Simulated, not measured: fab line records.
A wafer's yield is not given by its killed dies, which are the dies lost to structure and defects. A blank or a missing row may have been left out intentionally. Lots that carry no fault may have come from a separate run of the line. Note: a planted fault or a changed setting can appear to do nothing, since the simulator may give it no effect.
A single fault, viewed from 2 desks + flow sky130 + what lay behind the numbers comes last; until then each desk has only its own

AT THE METROLOGY DESK
Means of the sampled wafers that have a number, per lot and without regard to the tool the lot ran on: this is what the gauges read. Marked OUT: a lot whose mean sits more than 4 standard deviations from the usual mean, which makes it out of limits; the brackets give that distance.
Columns: A = VIA2_HDPCVD_THK at SKY_VIA2_THK_MEAS_01, usual 1181 nm
| lot  | first seen here | A              |
|------|-----------------|----------------|
| L389 | day 35 02:43    | 1183           |
| L391 | day 35 16:37    | 1163           |
| L392 | day 36 04:55    | 1164           |
| L395 | day 37 07:32    | 1172           |
| L396 | day 37 13:04    | 1176           |
| L397 | day 38 00:13    | 1168           |
| L398 | day 38 05:14    | 1170           |
| L400 | day 38 17:25    | 1192           |
| L401 | day 38 21:21    | 1179           |
| L406 | day 40 13:13    | 1039 (-13) OUT |
| L409 | day 41 08:39    | 1176           |
| L410 | day 41 16:52    | 1186           |
| L411 | day 41 22:49    | 1172           |
This desk's finding: out of limits on L406; first on L406, day 40 13:13 (VIA2_HDPCVD_THK at SKY_VIA2_THK_MEAS_01). Within limits: L389, L391, L392, L395, L396, L397, L398, L400, L401, L409, L410, L411.

THE TOOL OWNER'S DESK: hdpcvd-02
The tool's own readings at SKY_VIA2_HDPCVD_00 (deposits SiO2, target thk 1180 nm, time 196.7 s): means of the sampled wafers that have a number, for each lot that ran on this tool. Marked OUT: a lot whose mean sits more than 4 standard deviations from the usual mean, which makes it out of limits; the brackets give that distance.
Columns: A = run-length-s at SKY_VIA2_HDPCVD_00, usual 224.9 s; B = sih4-flow-sccm at SKY_VIA2_HDPCVD_00, usual 60.01 sccm; C = susceptor-temp-C at SKY_VIA2_HDPCVD_00, usual 400.00 C
| lot  | first seen here | A               | B     | C      |
|------|-----------------|-----------------|-------|--------|
| L389 | day 35 02:37    | 224.9           | 60.10 | 400.15 |
| L391 | day 35 16:26    | 225.2           | 59.84 | 400.01 |
| L392 | day 36 04:47    | 225.0           | 60.11 | 399.87 |
| L398 | day 38 05:03    | 225.0           | 60.21 | 399.98 |
| L400 | day 38 17:17    | 224.8           | 59.92 | 400.01 |
| L406 | day 40 13:08    | 200.2 (-73) OUT | 59.86 | 400.25 |
This desk's finding: out of limits on L406; first on L406, day 40 13:08 (run-length-s at SKY_VIA2_HDPCVD_00). Within limits: L389, L391, L392, L398, L400.

TAKEN TOGETHER
The tool owner's desk had the chance to raise an alarm at day 40 13:08 on L406.
An alarm was possible from the metrology desk at day 40 13:13, on L406.
All the named lots went through SKY_VIA2_HDPCVD_00 on hdpcvd-02.

WHAT WAS PUT IN BY THE SIMULATOR
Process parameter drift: hdpcvd-02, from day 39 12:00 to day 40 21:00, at SKY_VIA2_HDPCVD_00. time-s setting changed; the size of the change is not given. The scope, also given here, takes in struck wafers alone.
Shown lots that were struck: L406.
Delay (hours) between the fault's onset and each desk's first out-of-limits reading: 25 at the tool owner's desk, 25 at the metrology desk.
